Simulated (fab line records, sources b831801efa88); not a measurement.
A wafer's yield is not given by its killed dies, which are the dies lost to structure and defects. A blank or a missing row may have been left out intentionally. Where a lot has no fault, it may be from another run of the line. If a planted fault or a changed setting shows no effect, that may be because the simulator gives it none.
Matching of chambers	flow gf180mcu	rie-si-01 running GF_STI_ETCH_14: 3 sister chambers
The step etches Si in HBr/Cl2/O2, target depth 360 nm, time 102.9 s. 6 wafers are shown with their chamber, then 5 later ones without.

## WAFERS PAIRED WITH THEIR CHAMBERS
wafer	chamber	drypump-motor-current-A (A)	HBr_flow_sccm (sccm)
L482.3	1	6.5	150.5
L484.1	1	6.6	150.4
L484.4	3	5.8	149.8
L485.1	2	5.8	149.6
L485.2	3	5.8	149.7
L485.6	2	5.8	149.8

## WAFERS WITH NO CHAMBER GIVEN
wafer	drypump-motor-current-A (A)	HBr_flow_sccm (sccm)
L486.4	5.8	149.8
L486.6	5.8	149.7
L488.4	6.6	149.7
L489.2	5.8	148.8
L489.5	5.9	150.2

## THE CHAMBER EACH PASSED THROUGH
wafer	from the rows above	in truth
L486.4	can't be placed: 3 or 2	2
L486.6	can't be placed: 2 or 3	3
L488.4	1	1
L489.2	can't be placed: 2 or 3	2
L489.5	can't be placed: 3 or 2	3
Placed correctly: 1 of 5. Not placeable from these rows: 4 (in 4, the candidates include the true chamber). Placed wrongly: 0.
How it was worked out, from the rows above alone: a wafer's distance from a chamber is the root of the sum, over the readings, of the square of ((its reading less the chamber's mean) divided by the reading's scatter). If the next closest chamber is less than 2 further off than the closest, the wafer can't be placed; otherwise it belongs to the closest. For every chamber, the mean is computed from those of its wafers that are shown. The scatter is the square root of a quotient: the sum, over the shown wafers, of each reading's squared deviation from its chamber's mean, divided by wafers minus chambers.
